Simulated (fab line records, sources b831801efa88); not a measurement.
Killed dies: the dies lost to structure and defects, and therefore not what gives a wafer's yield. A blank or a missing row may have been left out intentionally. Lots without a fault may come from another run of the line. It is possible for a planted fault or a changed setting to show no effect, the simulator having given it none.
Matching of chambers / flow gf180mcu / GF_CONTACT_CMP_04 on cmp-02: 4 sister chambers
The step polishes SiO2. 4 wafers are shown with their chamber, then 7 later ones without.

== WAFERS WITH THEIR CHAMBER ==
wafer=L666.3; chamber=3; motorCurrentA (A)=10.4
wafer=L666.4; chamber=1; motorCurrentA (A)=14.3
wafer=L669.2; chamber=2; motorCurrentA (A)=11.4
wafer=L669.3; chamber=0; motorCurrentA (A)=11.1

== WAFERS MISSING THEIR CHAMBER ==
wafer=L669.4; motorCurrentA (A)=13.8
wafer=L671.2; motorCurrentA (A)=11.4
wafer=L671.3; motorCurrentA (A)=10.7
wafer=L671.5; motorCurrentA (A)=10.8
wafer=L672.3; motorCurrentA (A)=12.0
wafer=L672.4; motorCurrentA (A)=14.0
wafer=L672.5; motorCurrentA (A)=11.9

== WHICH CHAMBER EACH ONE RAN IN ==
wafer=L669.4; from the rows above=1; in truth=1
wafer=L671.2; from the rows above=can't be placed: 2 or 0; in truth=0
wafer=L671.3; from the rows above=can't be placed: 3 or 0 or 2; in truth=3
wafer=L671.5; from the rows above=can't be placed: 0 or 3 or 2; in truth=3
wafer=L672.3; from the rows above=can't be placed: 2 or 0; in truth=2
wafer=L672.4; from the rows above=1; in truth=1
wafer=L672.5; from the rows above=can't be placed: 2 or 0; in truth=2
Correct placement for 2 of the 7. Unplaceable from these rows: 5, with the true chamber sitting among the candidates in 5. 0 placed wrongly.
How it was worked out, from the rows above alone: a wafer's distance from a chamber is the root of the sum, over the readings, of the square of ((its reading less the chamber's mean) divided by the reading's scatter). If the next closest chamber is less than 2 further off than the closest, the wafer can't be placed; otherwise it belongs to the closest. Each chamber's mean is taken over the wafers shown for it. The scatter: root of mean squared gap, hidden wafer to nearest shown wafer, with one shown wafer a chamber.
